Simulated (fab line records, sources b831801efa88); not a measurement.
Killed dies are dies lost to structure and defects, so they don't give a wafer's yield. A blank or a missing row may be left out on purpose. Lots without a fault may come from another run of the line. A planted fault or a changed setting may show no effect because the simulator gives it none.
Problem report in the 8D (eight disciplines) form, filled by code | flow gf180mcu | the parts of the form that need people (team, actions taken, sign-off) are left out

1. THE PROBLEM
dose_ions_cm2 at GF_HV_LDD_IMPLANT_21 reads a mean of 5e+13 on 6 wafers of 2 lots; wafers without a fault read 5e+13 with a standard deviation of 5.1e+10. That is -42 standard deviations from the usual mean.
First seen on wafer L163.1, day 16 09:16, on implanter-02. The record holds 18 wafers of 6 lots with a number at this step. Rule for "out", or "out of limits": more than 4 standard deviations from the usual mean. The other wafers with a number count as sound.

2. WHAT IT IS AND WHAT IT IS NOT
question                    | is                     | is not
which readings at this step | dose_ions_cm2          | -
which lots                  | L163, L165             | L145, L150, L153, L158
which wafers of those lots  | all that have a number | -
read on which tools         | implanter-02           | implanter-01, implanter-04
when                        | from day 16 09:16      | up to then (12 sound wafers)

3. SUSPECTS, AND WHAT RULES EACH OUT
Counting: a tool at a process step up to the reading stays a suspect if it ran every lot that is out and no sound lot after the first of them.
- implanter-02 at GF_HV_LDD_IMPLANT_21: kept. It ran every lot that is out, first L163 (day 16 09:16), and no sound lot after that; its last sound lot up to then is L153 (day 13 11:20). Its own readings are out on those wafers: dose_ions_cm2.
Left after counting: implanter-02 at GF_HV_LDD_IMPLANT_21.

4. THE CAUSE (what the simulator had put in)
Process parameter drift: implanter-02, from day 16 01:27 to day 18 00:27, at GF_HV_LDD_IMPLANT_21. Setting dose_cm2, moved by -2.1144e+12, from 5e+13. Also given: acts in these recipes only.
Counting left only this tool.

5. THE CHAIN OF EFFECTS, in route order
Each row: a reading whose mean over the struck wafers that have a number lies more than 3 standard deviations from the usual. Only readings for which the record gives a usual standard deviation are gone through. hours: the time from each lot's start at the first step in this table that gives one to its start at this step, as a median over the lots. sigmas: the change in usual standard deviations.
hours | step                 | reading       | usual | on struck wafers | change | sigmas
0     | GF_HV_LDD_IMPLANT_21 | dose_ions_cm2 | 5e+13 | 5e+13            | -2e+12 | -42
The process steps in it:
- GF_HV_LDD_IMPLANT_21

6. WHAT WOULD HAVE CAUGHT IT SOONER
In this record the first reading out of limits was taken at day 16 09:16, 8 hours after the fault began at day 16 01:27.
